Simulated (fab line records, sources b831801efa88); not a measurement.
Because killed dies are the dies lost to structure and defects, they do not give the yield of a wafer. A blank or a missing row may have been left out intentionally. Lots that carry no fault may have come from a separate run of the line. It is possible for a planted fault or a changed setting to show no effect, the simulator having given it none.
What tool caused it? | flow sky130 | 14 lots with 42 wafers sampled at 4 steps, on a route of 708 steps

WHAT EACH GAUGE READ, for each wafer
SKY_NWELL_RS_MEAS_29: measures by four-point-probe.
lot  | measured     | on            | NWELL_RS (ohm/sq)
L373 | day 6 02:15  | film metro-04 | 623.9 625.1 622.8
L374 | day 6 06:46  | film metro-01 | 625.1 625.2 623.5
L376 | day 6 19:03  | film metro-04 | 624.5 625.7 623.6
L377 | day 7 12:19  | film metro-04 | 652.5 653.8 654.3
L378 | day 8 01:01  | film metro-01 | 652.2 650.9 653.0
L379 | day 8 02:32  | film metro-02 | 622.4 623.3 621.1
L381 | day 8 12:53  | film metro-01 | 624.5 623.4 624.5
L386 | day 9 18:58  | film metro-02 | 625.5 625.7 625.5
L385 | day 9 19:19  | film metro-01 | 624.6 624.7 625.6
L387 | day 10 02:23 | film metro-02 | 627.0 626.2 625.4
L389 | day 10 04:55 | film metro-04 | 623.1 624.3 622.9
L390 | day 10 16:02 | film metro-01 | 622.3 620.8 623.6
L391 | day 10 16:13 | film metro-04 | 625.9 625.6 630.4
L392 | day 11 01:49 | film metro-01 | 625.1 625.8 624.2

SKY_SONOS_TUNNEL_CD_MEAS_07: the cd target is 410 nm.
lot  | measured     | on        | cd nm (nm)
L373 | day 12 08:01 | cd sem-02 | 410.2 407.9 409.9
L374 | day 12 09:46 | cd sem-01 | 406.4 407.7 409.6
L376 | day 13 06:38 | cd sem-02 | 411.3 409.4 411.1
L379 | day 14 21:19 | cd sem-02 | 411.4 412.5 411.8
L381 | day 15 12:19 | cd sem-02 | 410.2 410.5 410.3
L386 | day 17 04:19 | cd sem-01 | 411.2 410.5 411.5
L385 | day 17 04:49 | cd sem-01 | 408.4 412.3 410.9
L387 | day 17 12:59 | cd sem-02 | 407.9 409.2 407.9
L389 | day 17 16:08 | cd sem-02 | 406.0 408.0 407.8
L390 | day 18 08:10 | cd sem-01 | 412.4 411.0 413.2
L391 | day 18 08:38 | cd sem-01 | 410.3 411.0 409.5
L392 | day 18 19:52 | cd sem-02 | 414.9 413.0 413.8

SKY_LI_CONTACT_THK_MEAS_01.
lot  | measured     | on            | LI_CONTACT_HDPCVD_THK (nm)
L373 | day 28 20:36 | film metro-01 | 918 921 912
L374 | day 29 01:21 | film metro-01 | 944 923 924
L376 | day 30 03:44 | film metro-01 | 918 910 921
L379 | day 31 20:06 | film metro-03 | 918 914 923
L381 | day 32 01:59 | film metro-04 | 911 936 930
L386 | day 33 18:05 | film metro-01 | 933 925 931
L385 | day 33 18:51 | film metro-04 | 915 934 916
L387 | day 34 02:56 | film metro-04 | 912 928 913
L389 | day 34 06:34 | film metro-03 | 929 940 928
L390 | day 34 19:32 | film metro-04 | 937 941 942
L391 | day 34 18:55 | film metro-04 | 947 947 939
L392 | day 35 04:22 | film metro-03 | 928 927 924

TOOL THAT RAN EACH LOT (tool first, then ch and the chambers of the sampled wafers, then the start)
lot  | SKY_NWELL_IMPLANT_13
L373 | implanter-04 ch 0, day 5 08:30
L374 | implanter-01 ch 0, day 5 12:43
L376 | implanter-01 ch 0, day 6 01:23
L377 | implanter-03, day 6 17:33
L378 | implanter-01, day 7 04:28
L379 | implanter-03 ch 0, day 7 05:32
L381 | implanter-04 ch 0, day 7 16:22
L386 | implanter-04 ch 0, day 8 20:39
L385 | implanter-01 ch 0, day 8 21:00
L387 | implanter-01 ch 0, day 9 04:20
L389 | implanter-04 ch 0, day 9 06:46
L390 | implanter-03 ch 0, day 9 17:32
L391 | implanter-04 ch 0, day 9 17:44
L392 | implanter-01 ch 0, day 10 02:33
- SKY_NWELL_IMPLANT_13

WHAT THE TOOLS THEMSELVES READ (means of the sampled wafers that have a number; where no wafer has one, the mark that the record gives instead)
SKY_NWELL_IMPLANT_13.
lot  | tool         | beam energy keV | beam on s (s) | end station pressure torr (Torr)
L373 | implanter-04 | 50.003          | 9.93          | 4.93e-06
L374 | implanter-01 | 49.985          | 9.87          | 4.77e-06
L376 | implanter-01 | 49.999          | 10.16         | 5.17e-06
L377 | implanter-03 | -               | -             | -
L378 | implanter-01 | -               | -             | -
L379 | implanter-03 | 50.001          | 9.94          | 5.05e-06
L381 | implanter-04 | 50.009          | 9.91          | 4.98e-06
L386 | implanter-04 | 50.008          | 10.04         | 5.07e-06
L385 | implanter-01 | 49.996          | 9.91          | 5.19e-06
L387 | implanter-01 | 49.986          | 10.00         | 5.07e-06
L389 | implanter-04 | 50.008          | 10.08         | 4.90e-06
L390 | implanter-03 | 49.987          | 10.05         | 5.11e-06
L391 | implanter-04 | 50.003          | 10.07         | 4.86e-06
L392 | implanter-01 | 50.003          | 10.19         | 4.94e-06

THE ANSWER, worked out from the rows above alone
Rule: what is usual is taken from the lots themselves. Put in order of their means at a reading, lots are off if they are a third of the lots or fewer, leave a main group of 4 or more, and stand apart from it by a gap of 3 or more times the standard deviation of the main group's means; of several such gaps the widest counts. If all means in a main group match to the digits the tables above print for the reading, that group is not used. A lot without any number at a reading at which 4 lots or more have one is off too. Where the step has rows for the other lots, those lots are counted as sound. Order of review: gauges by route order, followed by the tools' own readings, for which a lot's mean as printed above is used. The first step at which some lot is off is used, and at that step the reading that is off furthest; a lot without a number counts as furthest.
Off: L377, L378, at SKY_NWELL_RS_MEAS_29 (NWELL_RS). For the main group the mean is 624.5 ohm/sq and the standard deviation 1.4.
A tool fits if, at a process step before that reading, it ran every lot that is off, and no sound lot after the first of them. Not tried: the gauges at SKY_NWELL_RS_MEAS_29; whatever is off there is also off at SKY_NWELL_IMPLANT_13, on other tools, and gauge error can't account for it. No candidate that was tried fits.

WHAT THE SIMULATOR HAD INSERTED
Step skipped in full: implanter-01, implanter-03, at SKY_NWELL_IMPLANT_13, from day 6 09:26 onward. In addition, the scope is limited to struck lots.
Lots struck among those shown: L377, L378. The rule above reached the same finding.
